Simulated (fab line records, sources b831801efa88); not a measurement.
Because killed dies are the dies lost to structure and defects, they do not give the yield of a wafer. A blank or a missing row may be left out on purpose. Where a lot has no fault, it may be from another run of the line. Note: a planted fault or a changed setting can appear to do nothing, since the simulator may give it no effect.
fab line records    flow gf180mcu
record lots=11  wafers=33  last_day=34
route steps=602 shown NWELL@53 DUAL_GATE@152 POLY_GATE@157 HV_LDD@186
lots with no fault: from the same line, run without faults
start_h: the number of hours between the record's first day and the start of the first shown wafer of the lot    wait_h: hours from the lot's prior step to this one    " repeats the value in the row above    L1.1+2: a single row standing in for several wafers    - no value, or no start was given    * or withheld: withheld    < > ~ a bound
route shown NAME@n: a module of which the file shows steps, and the number in the route of the first    usual: average and standard deviation across the fault-free wafers    same: alike in all rows    chamber/n: place in a boat    sites: per-site readings    _std_site: how widely they spread, as a standard deviation    _edge_site: mean of outer sites minus mean of inner sites    radius_mm: for every site, how far away it sits from the centre of the wafer    mask NAME#n: copy n    behind: the most recent tool/chamber to have shaped the wafer    hold: why the lot went on hold/how many hours it stayed there/how the hold came to an end    device: transistor that didn't switch, given as n, p or np    end of line: the route-end tests of the same wafers    step lacking rows: just its recipe    killed: at the first sort, the dies lost to defects and structure; wafer yield is something else    map: the dies of a wafer, with x for killed, . for not killed, _ for no die there
set.NAME: the setting as run; set.NAME@STEP: as run at that earlier step    model.NAME: the simulator's own value behind a step, which no gauge read
the route's steps for a sample of lots (tables are steps, rows are wafers)
services: a tool's chamber out of use, with start hour (start_h, from the record's first day; less than 0 if before it), hours out, and reason
## steps
# step GF_NWELL_TW_MEAS_11
# usual NWELL_TW=1568/9.9
lot.wafer  tool           chamber  start_h  wait_h  NWELL_TW
L685.2     film_metro-02  -        61.72    0.1     1561
L685.4     "              -        "        "       1572
L685.5     "              -        "        "       1570
L686.4     film_metro-02  -        66.77    0.1     1563
L686.5     "              -        "        "       1558
L686.6     "              -        "        "       1575
L688.1     film_metro-02  -        76.99    0.1     1568
L688.2     "              -        "        "       1561
L688.4     "              -        "        "       1573
L689.1     film_metro-04  -        83.04    0.1     1579
L689.3     "              -        "        "       1577
L689.4     "              -        "        "       1581
L695.1     film_metro-01  -        117.54   0.1     1552
L695.2     "              -        "        "       1546
L695.4     "              -        "        "       1561
L696.3     film_metro-02  -        121.33   0.1     1572
L696.5     "              -        "        "       1567
L696.6     "              -        "        "       1568
L697.1     film_metro-04  -        125.16   0.1     1580
L697.3     "              -        "        "       1581
L697.5     "              -        "        "       1578
L701.1     film_metro-01  -        153.04   0.1     1566
L701.2     "              -        "        "       1572
L701.5     "              -        "        "       1563
L702.1     film_metro-04  -        154.64   0.1     1576
L702.3     "              -        "        "       1573
L702.5     "              -        "        "       1587
L706.2     film_metro-01  -        178.60   0.1     1559
L706.3     "              -        "        "       1559
L706.5     "              -        "        "       1555
L707.1     film_metro-01  -        181.24   0.1     1566
L707.5     "              -        "        "       1560
L707.6     "              -        "        "       1561
# step GF_DUAL_GATE_OVL_MEAS_11
# usual DUAL_GATE_OVL=0.5/1.5
lot.wafer  tool        chamber  start_h  wait_h  DUAL_GATE_OVL[nm]
L685.2     overlay-02  -        183.43   0.1     1.6
L685.4     "           -        "        "       0.3
L685.5     "           -        "        "       0.7
L686.4     overlay-02  -        190.99   0.1     0.8
L686.5     "           -        "        "       2.0
L686.6     "           -        "        "       0.2
L688.1     overlay-01  -        202.90   0.1     -1.9
L688.2     "           -        "        "       0.7
L688.4     "           -        "        "       0.0
L689.1     overlay-01  -        211.35   0.1     -2.0
L689.3     "           -        "        "       1.0
L689.4     "           -        "        "       -0.4
L695.1     overlay-01  -        255.40   0.1     0.1
L695.2     "           -        "        "       1.2
L695.4     "           -        "        "       0.0
L696.3     overlay-01  -        258.41   0.1     0.9
L696.5     "           -        "        "       -0.2
L696.6     "           -        "        "       0.5
L697.1     overlay-02  -        262.65   0.1     1.4
L697.3     "           -        "        "       1.7
L697.5     "           -        "        "       1.2
L701.1     overlay-02  -        300.80   0.1     1.6
L701.2     "           -        "        "       0.7
L701.5     "           -        "        "       1.3
L702.1     overlay-02  -        301.10   0.1     1.3
L702.3     "           -        "        "       -0.7
L702.5     "           -        "        "       3.1
L706.2     overlay-02  -        330.60   0.1     2.7
L706.3     "           -        "        "       0.5
L706.5     "           -        "        "       1.6
L707.1     overlay-02  -        337.30   0.1     -0.8
L707.5     "           -        "        "       -1.5
L707.6     "           -        "        "       -0.3
# step GF_POLY_GATE_CVD_00
# recipe material=poly-Si  target_thk_nm=200  temp_c=620  time_s=1200  pressure_mtorr=200
# usual spike_tc_bottom_C=640.3/1.7  spike_tc_centre_C=620.2/1.4  spike_tc_lower_C=620.7/1.3  spike_tc_top_C=638/3.4  spike_tc_upper_C=619.5/1.3  zone_power_lower_pct=8.8/0.47  zone_power_upper_pct=8.6/0.81
lot.wafer  tool      chamber  start_h  wait_h  spike_tc_bottom_C  spike_tc_centre_C  spike_tc_lower_C  spike_tc_top_C  spike_tc_upper_C  zone_power_lower_pct  zone_power_upper_pct
L685.2     lpcvd-01  1        185.25   0.0     642.3              622.3              619.1             641             617.5             9.0                   7.6
L685.4     "         1        "        "       641.8              621.1              620.7             643             619.5             9.0                   7.7
L685.5     "         1        "        "       642.3              621.5              621.6             642             618.6             9.2                   7.7
L686.4     lpcvd-01  0        193.46   0.0     640.3              619.5              617.5             632             619.2             7.4                   8.0
L686.5     "         0        "        "       642.0              619.6              619.8             632             621.2             7.5                   7.9
L686.6     "         0        "        "       640.7              620.7              619.0             635             619.8             7.6                   8.0
L688.1     lpcvd-02  0        204.81   0.0     639.3              619.1              619.1             635             619.7             9.4                   9.3
L688.2     "         0        "        "       637.1              621.1              623.0             634             619.1             9.3                   9.5
L688.4     "         0        "        "       638.0              618.4              620.6             636             618.0             9.2                   9.4
L689.1     lpcvd-02  1        214.57   0.0     640.8              619.6              620.3             639             623.4             8.8                   9.2
L689.3     "         1        "        "       640.4              617.3              622.0             640             620.0             8.6                   9.2
L689.4     "         1        "        "       639.6              619.3              621.2             640             620.8             8.6                   9.4
L695.1     lpcvd-01  0        258.62   0.6     640.8              620.7              619.5             633             619.9             7.6                   7.9
L695.2     "         0        "        "       640.9              620.7              619.9             633             618.6             7.6                   7.9
L695.4     "         0        "        "       642.5              621.6              617.2             634             620.4             7.5                   7.9
L696.3     lpcvd-02  0        260.22   0.0     627.0              610.7              612.0             624             606.7             9.0                   9.0
L696.5     "         0        "        "       627.5              608.4              610.7             624             609.9             9.0                   9.2
L696.6     "         0        "        "       627.4              608.6              611.0             624             609.7             9.1                   9.1
L697.1     lpcvd-02  1        266.05   0.0     630.0              609.3              609.3             630             610.1             8.4                   8.9
L697.3     "         1        "        "       627.3              608.3              609.9             629             610.4             8.5                   8.9
L697.5     "         1        "        "       628.2              609.0              610.8             628             610.3             8.5                   9.0
L701.1     lpcvd-01  1        304.05   1.0     642.6              621.0              621.6             641             617.9             8.8                   7.7
L701.2     "         1        "        "       642.0              621.2              618.0             639             618.6             9.1                   7.5
L701.5     "         1        "        "       643.7              622.2              620.6             641             618.8             9.0                   7.7
L702.1     lpcvd-01  1        304.05   1.0     643.0              620.2              620.8             642             618.4             8.8                   7.6
L702.3     "         1        "        "       641.2              620.9              620.4             641             618.2             8.8                   7.6
L702.5     "         1        "        "       643.6              622.6              621.6             641             617.4             9.0                   7.7
L706.2     lpcvd-01  1        334.08   0.0     640.6              620.5              618.6             640             619.5             8.9                   7.7
L706.3     "         1        "        "       642.6              621.5              619.4             643             618.5             9.2                   7.7
L706.5     "         1        "        "       640.5              622.2              620.2             642             617.6             9.2                   7.7
L707.1     lpcvd-02  0        339.12   0.0     638.3              618.4              621.2             634             619.2             9.3                   9.4
L707.5     "         0        "        "       637.9              620.2              620.4             635             620.4             9.5                   9.5
L707.6     "         0        "        "       638.3              619.9              620.5             634             619.1             9.3                   9.3
# step GF_POLY_GATE_THK_MEAS_01
# recipe reads=poly-Si_of_POLY_GATE_CVD_00
# usual POLY_GATE_CVD_00_THK=199.9/2
lot.wafer  tool           chamber  start_h  wait_h  POLY_GATE_CVD_00_THK[nm]
L685.2     film_metro-02  -        186.60   0.0     198.7
L685.4     "              -        "        "       199.6
L685.5     "              -        "        "       200.0
L686.4     film_metro-02  -        195.49   0.0     197.9
L686.5     "              -        "        "       198.9
L686.6     "              -        "        "       199.4
L688.1     film_metro-03  -        206.15   0.0     197.2
L688.2     "              -        "        "       195.2
L688.4     "              -        "        "       196.9
L689.1     film_metro-02  -        215.90   0.0     203.1
L689.3     "              -        "        "       202.3
L689.4     "              -        "        "       201.5
L695.1     film_metro-03  -        259.95   0.0     200.6
L695.2     "              -        "        "       200.7
L695.4     "              -        "        "       200.7
L696.3     film_metro-02  -        261.58   0.0     156.2
L696.5     "              -        "        "       157.1
L696.6     "              -        "        "       156.2
L697.1     film_metro-03  -        267.39   0.0     156.2
L697.3     "              -        "        "       155.4
L697.5     "              -        "        "       157.5
L701.1     film_metro-02  -        305.38   0.0     196.4
L701.2     "              -        "        "       197.2
L701.5     "              -        "        "       197.6
L702.1     film_metro-03  -        305.38   0.0     199.3
L702.3     "              -        "        "       200.0
L702.5     "              -        "        "       199.1
L706.2     film_metro-02  -        336.09   0.0     201.8
L706.3     "              -        "        "       198.6
L706.5     "              -        "        "       201.0
L707.1     film_metro-03  -        340.45   0.0     199.8
L707.5     "              -        "        "       198.6
L707.6     "              -        "        "       198.2
# step GF_POLY_GATE_ETCH_13
# recipe target=poly-Si  target_depth_nm=198.5  stop_on=SiO2  over_etch_frac=0.403  chemistry=HBr/Cl2  icp_w=400  bias_w=100  pressure_mtorr=10  HBr_flow_sccm=150  Cl2_flow_sccm=50  time_s=69.6
# usual drypump_motor_current_A=5.6/0.42  oes_product_au=0.991/0.0094  throttle_valve_pct=33.685/0.009
lot.wafer  tool       chamber  start_h  wait_h  drypump_motor_current_A  oes_product_au  rf_hours_counter_h  throttle_valve_pct
L685.2     rie_si-01  3        203.73   -       6.2                      0.991           7                   33.699
L685.4     "          0        "        "       5.2                      0.987           0                   33.684
L685.5     "          3        "        "       6.2                      0.990           -                   33.678
L686.4     rie_si-02  1        213.03   -       5.1                      0.986           29                  33.690
L686.5     "          1        "        "       5.1                      0.981           -                   33.688
L686.6     "          2        "        "       5.5                      0.973           -                   33.673
L688.1     rie_si-02  2        223.88   -       5.5                      0.978           75                  33.699
L688.2     "          1        "        "       5.1                      0.977           30                  33.690
L688.4     "          0        "        "       6.3                      0.983           115                 33.683
L689.1     rie_si-01  0        233.76   -       5.2                      1.004           0                   33.689
L689.3     "          2        "        "       5.3                      0.996           4                   33.682
L689.4     "          3        "        "       6.2                      0.994           7                   33.668
L695.1     rie_si-02  1        278.33   -       5.1                      1.000           30                  33.681
L695.2     "          3        "        "       5.7                      0.983           5                   33.684
L695.4     "          1        "        "       5.1                      1.003           -                   33.683
L696.3     rie_si-01  0        280.68   -       5.2                      0.846           1                   33.680
L696.5     "          0        "        "       5.2                      0.851           -                   33.691
L696.6     "          1        "        "       5.8                      0.839           -                   33.688
L697.1     rie_si-01  1        286.73   -       5.8                      0.840           2                   33.676
L697.3     "          3        "        "       6.2                      0.844           8                   33.677
L697.5     "          3        "        "       6.2                      0.844           -                   33.672
L701.1     rie_si-01  0        326.53   -       5.2                      0.985           1                   33.679
L701.2     "          2        "        "       5.2                      0.981           4                   33.695
L701.5     "          2        "        "       5.2                      0.987           -                   33.687
L702.1     rie_si-02  0        326.96   -       6.4                      0.997           0                   33.677
L702.3     "          2        "        "       5.5                      0.979           76                  33.686
L702.5     "          2        "        "       5.5                      0.983           -                   33.691
L706.2     rie_si-02  0        357.92   -       6.4                      1.004           1                   33.677
L706.3     "          3        "        "       5.7                      0.981           6                   33.668
L706.5     "          2        "        "       5.5                      0.990           -                   33.689
L707.1     rie_si-02  0        362.21   -       6.3                      1.002           1                   33.690
L707.5     "          3        "        "       5.7                      0.980           -                   33.670
L707.6     "          0        "        "       6.4                      0.990           -                   33.691
# step GF_HV_LDD_STRIP_10
# recipe chemistry=O2/N2  power_w=1400  pressure_mtorr=1500  platen_temp_c=250  o2_flow_sccm=3000  n2_flow_sccm=300  overash_fraction=0.5
# usual drypump_motor_current_A=6.00/0.26  heater_power_w=368/12  n2_flow_sccm=300.0/1  oes_product_au=0.717/0.0043  strip_time_to_endpoint_s=12.63/0.033
# same overash_fraction=0.5
lot.wafer  tool             chamber  start_h  wait_h  drypump_motor_current_A  heater_power_w  n2_flow_sccm  oes_product_au  rf_hours_counter_h  strip_time_to_endpoint_s
L685.2     plasma_asher-03  0        223.63   0.1     5.73                     365             299.3         0.725           37                  12.59
L685.4     "                0        "        "       5.73                     356             300.9         0.719           -                   12.64
L685.5     "                1        "        "       6.23                     355             300.5         0.719           -                   12.62
L686.4     plasma_asher-04  0        232.66   0.1     6.12                     388             302.0         0.706           -                   12.62
L686.5     "                0        "        "       6.10                     390             301.1         0.724           -                   12.63
L686.6     "                1        "        "       5.58                     358             299.9         0.712           -                   12.62
L688.1     plasma_asher-01  0        243.98   0.1     5.98                     370             298.9         0.715           60                  12.66
L688.2     "                1        "        "       6.27                     361             299.6         0.717           60                  12.64
L688.4     "                1        "        "       6.27                     363             301.1         0.714           -                   12.62
L689.1     plasma_asher-01  1        254.63   0.1     6.28                     363             301.2         0.721           61                  12.69
L689.3     "                1        "        "       6.27                     359             300.1         0.712           -                   12.70
L689.4     "                0        "        "       5.98                     377             300.5         0.712           -                   12.70
L696.3     plasma_asher-04  0        302.76   0.1     6.13                     388             299.3         0.713           -                   12.66
L696.5     "                0        "        "       6.12                     387             299.5         0.715           -                   12.65
L696.6     "                1        "        "       5.58                     366             299.1         0.719           -                   12.64
L695.1     plasma_asher-01  1        303.18   0.1     6.27                     366             299.5         0.711           67                  12.62
L695.2     "                0        "        "       5.97                     372             299.9         0.712           67                  12.63
L695.4     "                1        "        "       6.27                     364             301.2         0.717           -                   12.65
L697.1     plasma_asher-01  1        312.87   0.1     6.29                     360             298.8         0.720           68                  12.63
L697.3     "                0        "        "       5.98                     385             301.1         0.714           -                   12.62
L697.5     "                0        "        "       5.98                     364             300.1         0.720           -                   12.61
L701.1     plasma_asher-01  1        352.17   0.1     6.28                     359             300.2         0.712           72                  12.63
L701.2     "                0        "        "       6.00                     377             300.7         0.713           72                  12.62
L701.5     "                1        "        "       6.27                     363             301.1         0.716           -                   12.64
L702.1     plasma_asher-04  0        352.28   0.1     6.12                     382             299.0         0.713           25                  12.64
L702.3     "                1        "        "       5.57                     357             300.9         0.720           -                   12.66
L702.5     "                0        "        "       6.13                     382             298.9         0.724           -                   12.66
L706.2     plasma_asher-01  1        383.62   0.1     6.30                     359             300.0         0.711           76                  12.68
L706.3     "                0        "        "       5.96                     372             300.6         0.716           -                   12.70
L706.5     "                0        "        "       5.98                     375             299.4         0.718           -                   12.62
L707.1     plasma_asher-03  0        387.13   0.1     5.72                     359             299.6         0.722           51                  12.63
L707.5     "                0        "        "       5.73                     360             299.9         0.716           -                   12.66
L707.6     "                1        "        "       6.29                     351             299.9         0.714           -                   12.65
## services
tool             chamber  start_h  hours  kind
rie_si-01        0        171.17   -      clean
rie_si-01        0        171.17   14.4   scheduled_down
rie_si-01        0        171.17   14.4   vent_cycle
rie_si-01        -        171.56   0.5    repair
lpcvd-02         -        174.83   2.8    pm
rie_si-02        -        187.37   0.1    repair
lpcvd-01         -        214.36   6.1    pm
lpcvd-01         -        221.96   1.4    repair
rie_si-01        -        226.75   0.2    repair
rie_si-02        0        244.56   -      clean
rie_si-02        0        244.56   33.9   scheduled_down
rie_si-02        0        244.56   33.9   vent_cycle
plasma_asher-04  -        249.44   13.0   repair
rie_si-02        3        317.51   12.3   repair
rie_si-01        -        322.48   0.2    repair
plasma_asher-03  -        339.17   28.1   pm
rie_si-02        -        359.09   0.9    repair
lpcvd-02         -        373.97   6.1    pm
## key
first_sign step=GF_POLY_GATE_CVD_00  reading=spike_tc_centre_C  direction=down  sigmas=8.1  usual=620.2  struck=609.1
effect step=GF_POLY_GATE_CVD_00  reading=spike_tc_lower_C  direction=down  sigmas=7.8  usual=620.7  struck=610.6
effect step=GF_POLY_GATE_THK_MEAS_01  reading=POLY_GATE_CVD_00_THK  direction=down  sigmas=22  usual=199.9  struck=156.4
effect step=GF_POLY_GATE_ETCH_13  reading=oes_product_au  direction=down  sigmas=16  usual=0.991  struck=0.844
met_at GF_POLY_GATE_CVD_00
struck_lots L696,L697
tester_left_out L696,L697
not_acting_at GF_NWELL_TW_MEAS_11,GF_DUAL_GATE_OVL_MEAS_11,GF_HV_LDD_STRIP_10
onset_between 214.57 260.22
fault kind=process_parameter_drift  tool=lpcvd-02  chamber=-  onset_h=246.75  steps=GF_POLY_GATE_CVD_00  channel=temp_c  offset=*  shape=step  end_h=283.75  acts_in=*  stated=*
# tester_left_out: of these lots the tester's yield and bins aren't shown, on N5 and GAA mostly nor the transistor test; their killed dies are dies lost to structure and defects alone, not to doping, threshold or leakage, so they don't give the yield
